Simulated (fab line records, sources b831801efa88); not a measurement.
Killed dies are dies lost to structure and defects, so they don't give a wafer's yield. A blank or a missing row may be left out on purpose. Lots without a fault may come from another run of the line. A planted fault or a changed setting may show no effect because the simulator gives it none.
Chamber matching | flow gf180mcu | GF_POLY_GATE_ETCH_13 on rie_si-02: 4 sister chambers
The step etches poly-Si in HBr/Cl2, stops on SiO2, target depth 198.5 nm, time 69.6 s. 18 wafers are shown with their chamber, then 9 later ones without.

WAFERS WITH THEIR CHAMBER
wafer  | chamber | drypump_motor_current_A (A) | oes_product_au (a.u.) | throttle_valve_pct (%)
L780.1 | 1       | 5.71                        | 0.989                 | 33.688
L780.2 | 3       | 5.28                        | 0.985                 | 33.692
L780.5 | 1       | 5.72                        | 0.978                 | 33.681
L785.1 | 3       | 5.30                        | 0.994                 | 33.675
L785.5 | 3       | 5.29                        | 0.997                 | 33.688
L785.6 | 2       | 5.26                        | 0.989                 | 33.672
L788.2 | 0       | 5.49                        | 0.995                 | 33.672
L788.5 | 0       | 5.48                        | 0.989                 | 33.688
L788.6 | 2       | 5.24                        | 0.997                 | 33.697
L789.2 | 1       | 5.70                        | 0.990                 | 33.692
L789.5 | 1       | 5.70                        | 0.996                 | 33.694
L789.6 | 2       | 5.27                        | 1.000                 | 33.694
L791.1 | 2       | 5.26                        | 0.991                 | 33.684
L791.2 | 3       | 5.29                        | 0.990                 | 33.684
L791.3 | 0       | 5.48                        | 0.988                 | 33.690
L792.3 | 1       | 5.66                        | 0.996                 | 33.684
L792.4 | 2       | 5.25                        | 0.992                 | 33.673
L792.6 | 2       | 5.24                        | 0.995                 | 33.671

SIGNATURES (means of the wafers above)
reading                 | chamber 0 | chamber 1 | chamber 2 | chamber 3 | scatter within a chamber
drypump_motor_current_A | 5.4833    | 5.6980    | 5.2533    | 5.2900    | 0.0148
oes_product_au          | 0.99067   | 0.98980   | 0.99400   | 0.99150   | 0.00541
throttle_valve_pct      | 33.68333  | 33.68780  | 33.68183  | 33.68475  | 0.00904
Rule: a wafer's distance from a chamber is the root of the sum, over the readings, of the square of ((its reading less the chamber's mean) divided by the reading's scatter). The wafer belongs to the nearest chamber; if the next one is less than 2 further off, it can't be placed. The scatter: the root of (the sum of the squares of (reading less its chamber's mean) over the shown wafers, divided by (wafers less chambers)).

WAFERS WITHOUT THEIR CHAMBER
wafer  | drypump_motor_current_A (A) | oes_product_au (a.u.) | throttle_valve_pct (%)
L796.1 | 5.28                        | 0.987                 | 33.677
L796.4 | 5.52                        | 0.975                 | 33.680
L796.6 | 5.31                        | 0.981                 | 33.685
L797.1 | 5.23                        | 1.003                 | 33.683
L797.3 | 5.50                        | 0.997                 | 33.686
L797.5 | 5.70                        | 1.009                 | 33.682
L799.3 | 5.25                        | 1.005                 | 33.681
L799.5 | 5.29                        | 1.000                 | 33.690
L799.6 | 5.25                        | 0.998                 | 33.671

WHICH CHAMBER EACH WENT THROUGH
wafer  | from the rows above     | in truth
L796.1 | can't be placed: 3 or 2 | 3
L796.4 | 0                       | 0
L796.6 | 3                       | 3
L797.1 | 2                       | 2
L797.3 | 0                       | 0
L797.5 | 1                       | 1
L799.3 | can't be placed: 2 or 3 | 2
L799.5 | can't be placed: 3 or 2 | 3
L799.6 | can't be placed: 2 or 3 | 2
Placed correctly: 5 of 9. Can't be placed from these rows: 4 (the true chamber is among the candidates in 4). Placed wrongly: 0.
